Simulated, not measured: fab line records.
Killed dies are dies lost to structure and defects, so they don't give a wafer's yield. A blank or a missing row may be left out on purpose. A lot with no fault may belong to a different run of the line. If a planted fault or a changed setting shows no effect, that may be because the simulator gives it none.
fab line records + flow sky130
record:
- lots: 6
- wafers: 18
- lastDay: 50
route steps=708 shown METAL1@454 VIA1@458 PAD_OPEN@708
lots that met no fault: from a run of the same line without faults
startH: start of the lot's first displayed wafer, in hours after the record's first day + waitH: time in hours since the lot's previous step + " as in the row above + L1.1+2: a row that stands for several wafers + - either no value or no given start + * or withheld: withheld + < > ~ a bound
route shown NAME@n: names a module that has steps shown in the file, with the first one's number in the route + usual: mean/standard deviation taken from wafers without a fault + same: alike in all rows + chamber/n: place in a boat + sites: readings site by site + _std_site: standard deviation of those values + _edge_site: the outer-site mean with the inner-site mean subtracted + radiusMm: how far each site lies from the wafer's centre + mask NAME#n: copy n + behind: tool/chamber where the wafer was last shaped + hold: why the lot was held/for how many hours/how that ended + device: which transistor (n, p or np) failed to switch + end of line: the same wafers' tests at the end of the route + a step with no rows: only its recipe + killed: not the wafer's yield, but the dies lost to structure and defects at the first sort + map: per-die view of a wafer (x killed, . not killed, _ where there is no die)
set.NAME: the setting that was run; set.NAME@STEP: the one run at that earlier step + model.NAME: the simulator's own value behind a step, which no gauge read
lots at selected steps of the route; one table per step, one row per wafer
services: from which hour (startH, from the record's first day; less than 0 if before it) a tool's chamber was out of use, for how many hours, and why
== steps ==
step: SKY_METAL1_STRIP_20
recipe:
- chemistry: O2/N2
- powerW: 1400
- pressureMtorr: 1500
- platenTempC: withheld
- o2FlowSccm: 3000
- n2FlowSccm: 300
- overashFraction: 0.5
usual:
- drypumpMotorCurrentA: 5.7/0.71
- oesProductAu: 0.343/0.005
- stripTimeToEndpointS: 2.71/0.043
| lot.wafer | tool           | chamber | startH | waitH | drypumpMotorCurrentA | oesProductAu | rfHoursCounterH | stripTimeToEndpointS |
|-----------|----------------|---------|--------|-------|----------------------|--------------|-----------------|----------------------|
| L353.2    | plasmaAsher-04 | 0       | 765.34 | 0.1   | 6.4                  | 0.354        | 85              | 2.73                 |
| L353.5    | "              | 1       | "      | "     | 6.2                  | 0.344        | -               | 2.72                 |
| L353.6    | "              | 0       | "      | "     | 6.4                  | 0.353        | -               | 2.75                 |
| L360.1    | plasmaAsher-01 | 0       | 835.32 | 0.1   | 6.5                  | 0.342        | 73              | 2.66                 |
| L360.2    | "              | 1       | "      | "     | 5.1                  | 0.340        | 73              | 2.73                 |
| L360.6    | "              | 0       | "      | "     | 6.5                  | 0.346        | -               | 2.75                 |
| L366.1    | plasmaAsher-02 | 1       | 870.27 | 0.1   | 4.8                  | 0.336        | 11              | 2.66                 |
| L366.2    | "              | 0       | "      | "     | 6.1                  | 0.336        | 11              | 2.57                 |
| L366.5    | "              | 0       | "      | "     | 6.0                  | 0.339        | -               | 2.61                 |
| L367.1    | plasmaAsher-01 | 0       | 871.80 | 0.1   | 6.6                  | 0.347        | 77              | 2.73                 |
| L367.4    | "              | 1       | "      | "     | 5.1                  | 0.347        | -               | 2.78                 |
| L367.5    | "              | 1       | "      | "     | 5.1                  | 0.348        | -               | 2.74                 |
| L375.1    | plasmaAsher-01 | 0       | 923.47 | 0.1   | 6.6                  | 0.338        | 83              | 2.71                 |
| L375.2    | "              | 1       | "      | "     | 5.1                  | 0.336        | 83              | 2.67                 |
| L375.5    | "              | 0       | "      | "     | 6.5                  | 0.337        | -               | 2.66                 |
| L376.1    | plasmaAsher-02 | 1       | 934.17 | 0.1   | 4.8                  | 0.344        | 19              | 2.70                 |
| L376.4    | "              | 0       | "      | "     | 6.1                  | 0.335        | -               | 2.74                 |
| L376.6    | "              | 0       | "      | "     | 6.1                  | 0.348        | -               | 2.76                 |
step: SKY_METAL1_STRIP_21
recipe:
- chemistry: postEtchResidueRemover
- timeS: 1200
- tempC: 72.5
step: SKY_METAL1_CLEAN_22
recipe:
- chemistry: IPA
- timeS: 180
- tempC: 25
step: SKY_METAL1_CLEAN_23
recipe:
- chemistry: O3/DIW
- dry: n2Spin
step: SKY_VIA1_HDPCVD_00
recipe:
- material: SiO2
- targetThkNm: 1030
- sigmaOpenFrac: 0.3
- timeS: 171.7
- tempC: 400
- sih4FlowSccm: 60
- pressureMtorr: 6
step: SKY_VIA1_THK_MEAS_01
recipe:
- reads: SiO2_of_VIA1_HDPCVD_00
usual:
- VIA1_HDPCVD_THK: 1035/12
| lot.wafer | tool         | chamber | startH | waitH | VIA1_HDPCVD_THK[nm] |
|-----------|--------------|---------|--------|-------|---------------------|
| L353.2    | filmMetro-01 | -       | 766.05 | 0.1   | 1035                |
| L353.5    | "            | -       | "      | "     | 1031                |
| L353.6    | "            | -       | "      | "     | 1030                |
| L360.1    | filmMetro-04 | -       | 836.02 | 0.1   | 1027                |
| L360.2    | "            | -       | "      | "     | 1018                |
| L360.6    | "            | -       | "      | "     | 1037                |
| L366.1    | filmMetro-04 | -       | 871.08 | 0.1   | 1028                |
| L366.2    | "            | -       | "      | "     | 1038                |
| L366.5    | "            | -       | "      | "     | 1026                |
| L367.1    | filmMetro-02 | -       | 872.58 | 0.1   | 1029                |
| L367.4    | "            | -       | "      | "     | 1011                |
| L367.5    | "            | -       | "      | "     | 1027                |
| L375.1    | filmMetro-04 | -       | 924.28 | 0.1   | 1051                |
| L375.2    | "            | -       | "      | "     | 1049                |
| L375.5    | "            | -       | "      | "     | 1063                |
| L376.1    | filmMetro-02 | -       | 934.96 | 0.1   | 1050                |
| L376.4    | "            | -       | "      | "     | 1029                |
| L376.6    | "            | -       | "      | "     | 1048                |
step: SKY_VIA1_CMP_02
recipe:
- material: SiO2
- downForcePsi: 4
- platenRpm: 60
- padVelocityMS: 0.94248
usual:
- motorCurrentA: 11.9/1.2
| lot.wafer | tool   | chamber | startH | waitH | motorCurrentA |
|-----------|--------|---------|--------|-------|---------------|
| L353.2    | cmp-02 | 2       | 766.10 | 0.0   | 12.6          |
| L353.6    | "      | 2       | "      | "     | 12.6          |
| L353.5    | "      | 3       | "      | "     | 13.4          |
| L360.2    | cmp-02 | 1       | 836.28 | 0.2   | 12.1          |
| L360.1    | "      | 0       | "      | "     | 10.6          |
| L360.6    | "      | 2       | "      | "     | 12.6          |
| L366.1    | cmp-02 | 2       | 871.14 | 0.1   | 12.4          |
| L366.2    | "      | 1       | "      | "     | 12.1          |
| L366.5    | "      | 3       | "      | "     | 14.5          |
| L367.4    | cmp-01 | 2       | 872.74 | 0.1   | 10.4          |
| L367.1    | "      | 3       | "      | "     | 11.3          |
| L367.5    | "      | 1       | "      | "     | 11.1          |
| L375.1    | cmp-01 | 1       | 924.34 | 0.1   | 11.3          |
| L375.2    | "      | 3       | "      | "     | 10.0          |
| L375.5    | "      | 2       | "      | "     | 10.6          |
| L376.4    | cmp-02 | 2       | 935.26 | 0.3   | 12.5          |
| L376.1    | "      | 0       | "      | "     | 11.3          |
| L376.6    | "      | 1       | "      | "     | 12.2          |
step: SKY_VIA1_BOW_MEAS_03
recipe:
- mode: bow
usual:
- VIA1_BOW: 81/6.9
| lot.wafer | tool         | chamber | startH | waitH | VIA1_BOW[um] |
|-----------|--------------|---------|--------|-------|--------------|
| L353.2    | filmMetro-01 | -       | 766.42 | 0.3   | 67           |
| L353.5    | "            | -       | "      | "     | 83           |
| L353.6    | "            | -       | "      | "     | 77           |
| L360.1    | filmMetro-04 | -       | 836.58 | 0.1   | 87           |
| L360.2    | "            | -       | "      | "     | 88           |
| L360.6    | "            | -       | "      | "     | 79           |
| L366.1    | filmMetro-01 | -       | 871.44 | 0.2   | 79           |
| L366.2    | "            | -       | "      | "     | 80           |
| L366.5    | "            | -       | "      | "     | 91           |
| L367.1    | filmMetro-02 | -       | 872.94 | 0.1   | 84           |
| L367.4    | "            | -       | "      | "     | 78           |
| L367.5    | "            | -       | "      | "     | 85           |
| L375.1    | filmMetro-01 | -       | 924.64 | 0.2   | 78           |
| L375.2    | "            | -       | "      | "     | 56           |
| L375.5    | "            | -       | "      | "     | 77           |
| L376.1    | filmMetro-02 | -       | 935.51 | 0.1   | 81           |
| L376.4    | "            | -       | "      | "     | 80           |
| L376.6    | "            | -       | "      | "     | 86           |
step: SKY_VIA1_DEHYDRATE_04
recipe:
- tempC: 200
- timeS: 60
step: SKY_VIA1_HMDS_05
recipe:
- primeTimeS: 60
- primeTempC: 120
step: SKY_VIA1_COAT_06
recipe:
- resist: BARC
- tempC: withheld
- timeS: withheld
- spinRpm: 3000
- resistThkNm: 60
step: SKY_VIA1_COAT_07
recipe:
- resist: KrF-thick
- spinRpm: 3049
- resistThkNm: 450
step: SKY_VIA1_SOFTBAKE_08
recipe:
- tempC: 100
- timeS: 90
- resist: KrF-thick
usual:
- heaterPowerTotalW: 57.36/0.12
- plateTempC: 100.02/0.15
| lot.wafer | tool          | chamber | startH | waitH | heaterPowerTotalW | plateTempC |
|-----------|---------------|---------|--------|-------|-------------------|------------|
| L353.2    | lithoTrack-04 | 0       | 779    | -     | 57.28             | 100.10     |
| L353.5    | "             | 0       | "      | "     | 57.25             | 100.05     |
| L353.6    | "             | 0       | "      | "     | 57.25             | 100.02     |
| L360.1    | lithoTrack-01 | 0       | 849    | -     | 57.48             | 99.79      |
| L360.2    | "             | 0       | "      | "     | 57.52             | 99.83      |
| L360.6    | "             | 0       | "      | "     | 57.48             | 99.85      |
| L366.1    | lithoTrack-04 | 0       | 884    | -     | 58.28             | 100.99     |
| L366.2    | "             | 0       | "      | "     | 58.21             | 101.23     |
| L366.5    | "             | 0       | "      | "     | 58.22             | 101.38     |
| L367.1    | lithoTrack-04 | 0       | 885    | -     | 58.39             | 100.99     |
| L367.4    | "             | 0       | "      | "     | 58.22             | 101.02     |
| L367.5    | "             | 0       | "      | "     | 58.56             | 101.04     |
| L375.1    | lithoTrack-01 | 0       | 937    | -     | 57.33             | 99.99      |
| L375.2    | "             | 0       | "      | "     | 57.21             | 100.15     |
| L375.5    | "             | 0       | "      | "     | 57.60             | 100.01     |
| L376.1    | lithoTrack-01 | 0       | 947    | -     | 57.28             | 100.04     |
| L376.4    | "             | 0       | "      | "     | 57.21             | 100.13     |
| L376.6    | "             | 0       | "      | "     | 57.34             | 99.87      |
step: SKY_VIA1_EXPOSE_09
recipe:
- maskId: VIM
- na: 0.8
- sourceShape: annular
- sigmaInner: 0.55
- sigmaOuter: 0.85
- targetCdNm: 150
- doseMj: 38
step: SKY_PAD_OPEN_PROBE_99
usual:
- defectLimitedYield: 82.4/2
- killed_at_M0_to_M3: 43/6.6
- killed_at_M4_up: 3.0/1.7
- killedAtContacts: 24/5.4
- killedAtFrontEnd: 16/4.6
- killedAtOther: 0.3/0.53
- killedDies: 87/9.7
- killedOnRim: 18/4
- killedOpen: 47/7.3
- killedShort: 39/6.5
same:
- grossDies: 492
- killedAtBackSide: 0
| lot.wafer | tool      | chamber | startH  | waitH | defectLimitedYield[%] | killed_at_M0_to_M3 | killed_at_M4_up | killedAtContacts | killedAtFrontEnd | killedAtOther | killedDies | killedOnRim | killedOpen | killedShort |
|-----------|-----------|---------|---------|-------|-----------------------|--------------------|-----------------|------------------|------------------|---------------|------------|-------------|------------|-------------|
| L353.2    | prober-01 | -       | 1076.26 | 0.1   | 84.6                  | 42                 | 2               | 21               | 11               | 0             | 76         | 14          | 47         | 29          |
| L353.5    | prober-01 | -       | 1076.41 | 0.2   | 80.9                  | 49                 | 2               | 28               | 14               | 1             | 94         | 24          | 59         | 35          |
| L353.6    | prober-01 | -       | 1076.46 | 0.2   | 85.6                  | 33                 | 0               | 22               | 14               | 2             | 71         | 14          | 39         | 32          |
| L360.1    | prober-01 | -       | 1128.89 | 0.1   | 83.5                  | 40                 | 1               | 20               | 20               | 0             | 81         | 18          | 46         | 35          |
| L360.2    | prober-01 | -       | 1128.94 | 0.1   | 82.7                  | 43                 | 1               | 22               | 18               | 1             | 85         | 13          | 45         | 40          |
| L360.6    | prober-01 | -       | 1129.14 | 0.2   | 84.8                  | 32                 | 2               | 32               | 9                | 0             | 75         | 20          | 42         | 33          |
| L366.1    | prober-01 | -       | 1155.93 | 0.1   | 77.6                  | 48                 | 5               | 40               | 17               | 0             | 110        | 27          | 57         | 53          |
| L366.2    | prober-01 | -       | 1155.98 | 0.1   | 81.9                  | 42                 | 4               | 26               | 17               | 0             | 89         | 20          | 54         | 35          |
| L366.5    | prober-01 | -       | 1156.13 | 0.2   | 81.1                  | 44                 | 4               | 24               | 20               | 1             | 93         | 22          | 47         | 45          |
| L367.1    | prober-02 | -       | 1157.80 | 0.1   | 85.8                  | 36                 | 4               | 17               | 13               | 0             | 70         | 17          | 43         | 26          |
| L367.4    | prober-02 | -       | 1157.95 | 0.2   | 81.9                  | 44                 | 3               | 30               | 12               | 0             | 89         | 12          | 41         | 47          |
| L367.5    | prober-02 | -       | 1158.00 | 0.2   | 81.5                  | 51                 | 3               | 29               | 8                | 0             | 91         | 19          | 55         | 36          |
| L375.1    | prober-02 | -       | 1191.13 | 0.1   | 83.7                  | 35                 | 4               | 24               | 17               | 0             | 80         | 21          | 43         | 37          |
| L375.2    | prober-02 | -       | 1191.18 | 0.1   | 83.7                  | 39                 | 1               | 28               | 12               | 0             | 80         | 16          | 44         | 36          |
| L375.5    | prober-02 | -       | 1191.33 | 0.2   | 83.5                  | 44                 | 6               | 15               | 16               | 0             | 81         | 18          | 50         | 31          |
| L376.1    | prober-01 | -       | 1199.96 | 0.1   | 80.7                  | 45                 | 4               | 30               | 15               | 1             | 95         | 15          | 46         | 47          |
| L376.4    | prober-01 | -       | 1200.11 | 0.2   | 82.1                  | 47                 | 1               | 25               | 14               | 1             | 88         | 19          | 52         | 35          |
| L376.6    | prober-01 | -       | 1200.21 | 0.2   | 79.9                  | 45                 | 3               | 34               | 17               | 0             | 99         | 23          | 62         | 37          |
killed by level:class
L353.2 LI_CONTACT:geometricParticle:open=8 VIA2:geometricParticle:open=8 VIA1:geometricParticle:open=6 CONTACT:geometricParticle:open=6 VIA3:geometricParticle:open=5 POLY_GATE:geometricParticle:open=4 VIA1:geometricParticle:short=4 METAL3:geometricParticle:short=4
L353.5 VIA1:geometricParticle:open=17 LI_CONTACT:geometricParticle:open=8 CONTACT:geometricParticle:open=8 VIA2:geometricParticle:open=7 VIA3:geometricParticle:open=5 VIA1:geometricParticle:short=5 LI_CONTACT:geometricParticle:short=4 POLY_GATE:geometricParticle:short=3
L353.6 VIA3:geometricParticle:open=8 CONTACT:geometricParticle:open=7 VIA1:geometricParticle:open=6 FIELD_ISO:geometricParticle:open=5 LI_CONTACT:geometricParticle:open=5 LOCAL_INTERCONNECT:geometricParticle:short=5 POLY_GATE:geometricParticle:open=4 METAL3:geometricParticle:short=4
L360.1 LI_CONTACT:geometricParticle:open=10 VIA1:geometricParticle:open=10 FIELD_ISO:geometricParticle:short=8 VIA3:geometricParticle:open=6 VIA2:geometricParticle:open=5 METAL2:geometricParticle:short=5 POLY_CUT:geometricParticle:open=4 VIA1:geometricParticle:short=4
L360.2 METAL1:geometricParticle:short=9 CONTACT:geometricParticle:open=7 LI_CONTACT:geometricParticle:open=6 VIA1:geometricParticle:open=6 VIA3:geometricParticle:open=6 FIELD_ISO:geometricParticle:open=5 POLY_GATE:geometricParticle:open=5 METAL3:geometricParticle:short=5
L360.6 CONTACT:geometricParticle:open=18 VIA1:geometricParticle:open=6 VIA2:geometricParticle:open=6 LI_CONTACT:geometricParticle:open=5 CONTACT:geometricParticle:short=4 POLY_GATE:geometricParticle:short=3 LOCAL_INTERCONNECT:geometricParticle:short=3 METAL1:geometricParticle:short=3
L366.1 CONTACT:geometricParticle:open=13 LI_CONTACT:geometricParticle:short=10 VIA1:geometricParticle:open=8 METAL2:geometricParticle:short=8 FIELD_ISO:geometricParticle:open=7 VIA2:geometricParticle:open=7 METAL1:geometricParticle:short=6 LI_CONTACT:geometricParticle:open=6
L366.2 VIA1:geometricParticle:open=19 LI_CONTACT:geometricParticle:open=8 VIA2:geometricParticle:open=8 CONTACT:geometricParticle:short=7 CONTACT:geometricParticle:open=5 POLY_GATE:geometricParticle:short=5 METAL1:geometricParticle:short=5 VIA3:geometricParticle:open=4
L366.5 VIA1:geometricParticle:open=12 LI_CONTACT:geometricParticle:open=7 METAL2:geometricParticle:short=7 METAL1:geometricParticle:short=7 VIA2:geometricParticle:open=6 FIELD_ISO:geometricParticle:short=5 FIELD_ISO:geometricParticle:open=5 POLY_GATE:geometricParticle:short=5
L367.1 VIA1:geometricParticle:open=11 CONTACT:geometricParticle:open=7 LI_CONTACT:geometricParticle:open=5 VIA2:geometricParticle:open=5 VIA3:geometricParticle:open=5 METAL2:geometricParticle:short=4 LOCAL_INTERCONNECT:geometricParticle:short=3 METAL1:geometricParticle:short=3
L367.4 CONTACT:geometricParticle:open=11 METAL2:geometricParticle:short=9 VIA1:geometricParticle:open=9 CONTACT:geometricParticle:short=8 VIA2:geometricParticle:short=7 VIA3:geometricParticle:open=5 LI_CONTACT:geometricParticle:open=4 LOCAL_INTERCONNECT:geometricParticle:short=4
L367.5 CONTACT:geometricParticle:open=15 VIA1:geometricParticle:open=10 VIA3:geometricParticle:open=8 VIA1:geometricParticle:short=7 LI_CONTACT:geometricParticle:open=6 METAL1:geometricParticle:short=6 VIA2:geometricParticle:open=6 CONTACT:geometricParticle:short=5
L375.1 VIA1:geometricParticle:open=10 CONTACT:geometricParticle:open=7 CONTACT:geometricParticle:short=6 VIA3:geometricParticle:open=6 FIELD_ISO:geometricParticle:open=5 POLY_GATE:geometricParticle:short=4 LI_CONTACT:geometricParticle:open=4 LOCAL_INTERCONNECT:geometricParticle:short=4
L375.2 CONTACT:geometricParticle:open=13 LI_CONTACT:geometricParticle:open=9 VIA3:geometricParticle:open=8 VIA1:geometricParticle:short=6 VIA1:geometricParticle:open=6 METAL2:geometricParticle:short=5 POLY_GATE:geometricParticle:short=4 CONTACT:geometricParticle:short=4
L375.5 VIA1:geometricParticle:open=12 VIA2:geometricParticle:open=7 LI_CONTACT:geometricParticle:open=7 FIELD_ISO:geometricParticle:open=5 VIA3:geometricParticle:open=5 CONTACT:geometricParticle:open=5 METAL1:geometricParticle:short=5 POLY_GATE:geometricParticle:open=4
L376.1 CONTACT:geometricParticle:open=13 VIA1:geometricParticle:open=12 METAL2:geometricParticle:short=9 LI_CONTACT:geometricParticle:open=6 METAL1:geometricParticle:short=6 VIA1:geometricParticle:short=5 LI_CONTACT:geometricParticle:short=5 FIELD_ISO:geometricParticle:open=4
L376.4 VIA1:geometricParticle:open=10 CONTACT:geometricParticle:open=9 VIA3:geometricParticle:open=9 METAL2:geometricParticle:short=9 LI_CONTACT:geometricParticle:open=7 VIA1:geometricParticle:short=6 CONTACT:geometricParticle:short=5 METAL1:geometricParticle:short=4
L376.6 CONTACT:geometricParticle:open=16 VIA1:geometricParticle:open=11 VIA3:geometricParticle:open=10 LI_CONTACT:geometricParticle:open=8 FIELD_ISO:geometricParticle:open=6 VIA1:geometricParticle:short=5 METAL2:geometricParticle:short=5 FIELD_ISO:geometricParticle:short=4
== services ==
| tool           | chamber | startH | hours | kind                          |
|----------------|---------|--------|-------|-------------------------------|
| plasmaAsher-02 | 0       | 742.75 | -     | clean                         |
| plasmaAsher-02 | 1       | 742.75 | -     | clean                         |
| cmp-01         | -       | 744.15 | 4.0   | pm                            |
| cmp-01         | -       | 748.15 | -     | consumableReplace:conditioner |
| cmp-01         | -       | 748.15 | -     | consumableReplace:pad         |
| plasmaAsher-04 | -       | 756.21 | 0.7   | repair                        |
| plasmaAsher-04 | -       | 774.22 | 2.0   | repair                        |
| plasmaAsher-04 | -       | 779.55 | 1.2   | repair                        |
| cmp-01         | -       | 817.20 | 0.9   | repair                        |
| cmp-01         | -       | 831.09 | 2.7   | repair                        |
| cmp-01         | -       | 835.00 | 17.5  | pm                            |
| plasmaAsher-02 | -       | 851.91 | 14.6  | pm                            |
| plasmaAsher-01 | -       | 876.24 | 2.8   | pm                            |
| plasmaAsher-01 | -       | 905.24 | 1.4   | repair                        |
| cmp-02         | -       | 912.53 | 4.0   | pm                            |
| lithoTrack-01  | -       | 915.49 | -     | consumableReplace:filter      |
| cmp-02         | -       | 916.53 | -     | consumableReplace:conditioner |
| cmp-02         | -       | 916.53 | -     | consumableReplace:pad         |
| cmp-01         | -       | 934.22 | 7.1   | pm                            |
| cmp-02         | -       | 946.04 | 0.3   | repair                        |
== key ==
firstSign:
- step: SKY_VIA1_SOFTBAKE_08
- reading: heaterPowerTotalW
- direction: up
- sigmas: 8.1
- usual: *
- struck: *
effect:
- step: SKY_VIA1_SOFTBAKE_08
- reading: plateTempC
- direction: up
- sigmas: 7.1
- usual: *
- struck: *
metAt SKY_VIA1_SOFTBAKE_08
struckWafers L366.1,L366.2,L366.5,L367.1,L367.4,L367.5
onsetBetween 779 884
fault:
- kind: processParameterDrift
- tool: lithoTrack-04
- chamber: -
- onsetH: 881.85
- steps: SKY_VIA1_SOFTBAKE_08
- channel: tempC
- offset: *
- shape: step
- endH: 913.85
- actsIn: *
- stated: *
